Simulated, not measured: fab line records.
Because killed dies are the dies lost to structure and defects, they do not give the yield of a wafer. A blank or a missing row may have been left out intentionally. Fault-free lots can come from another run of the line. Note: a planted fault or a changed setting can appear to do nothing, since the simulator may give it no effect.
Chamber matching || flow gf180mcu || 3 sister chambers for GF_V2_CVD_02 on pecvd-02
The step deposits SiO2 from TEOS, target thk 850 nm, time 94.851 s. 6 wafers are shown with their chamber, then 7 later ones without.

WAFERS PAIRED WITH THEIR CHAMBERS
{"wafer": "L990.1", "chamber": 1, "heater-power-w (W)": 775}
{"wafer": "L991.2", "chamber": 2, "heater-power-w (W)": 697}
{"wafer": "L991.5", "chamber": 0, "heater-power-w (W)": 788}
{"wafer": "L991.6", "chamber": 1, "heater-power-w (W)": 794}
{"wafer": "L994.3", "chamber": 0, "heater-power-w (W)": 789}
{"wafer": "L994.4", "chamber": 2, "heater-power-w (W)": 736}

WAFERS WHOSE CHAMBER IS MISSING
{"wafer": "L994.6", "heater-power-w (W)": 657}
{"wafer": "L995.3", "heater-power-w (W)": 805}
{"wafer": "L995.4", "heater-power-w (W)": 757}
{"wafer": "L995.5", "heater-power-w (W)": 768}
{"wafer": "L998.4", "heater-power-w (W)": 779}
{"wafer": "L998.5", "heater-power-w (W)": 733}
{"wafer": "L998.6", "heater-power-w (W)": 647}

THE CHAMBER EACH PASSED THROUGH
{"wafer": "L994.6", "from the rows above": 2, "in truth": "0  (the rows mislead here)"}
{"wafer": "L995.3", "from the rows above": "can't be placed: 0 or 1", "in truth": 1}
{"wafer": "L995.4", "from the rows above": "can't be placed: 1 or 0 or 2", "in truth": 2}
{"wafer": "L995.5", "from the rows above": "can't be placed: 1 or 0 or 2", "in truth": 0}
{"wafer": "L998.4", "from the rows above": "can't be placed: 1 or 0", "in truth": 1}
{"wafer": "L998.5", "from the rows above": "can't be placed: 2 or 1", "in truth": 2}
{"wafer": "L998.6", "from the rows above": 2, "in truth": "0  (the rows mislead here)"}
Correct placement for 0 of the 7. Cannot be placed on the basis of these rows: 5; the candidates contain the true chamber in 5. 2 placed wrongly.
How it was worked out, from the rows above alone: a wafer's distance from a chamber is the root of the sum, over the readings, of the square of ((its reading less the chamber's mean) divided by the reading's scatter). The wafer belongs to the nearest chamber; if the next one is less than 2 further off, it can't be placed. A chamber's mean is the mean of its shown wafers. The scatter: take each reading less its chamber's mean, square it, sum over the shown wafers, divide by the number of wafers less the number of chambers, and take the root.
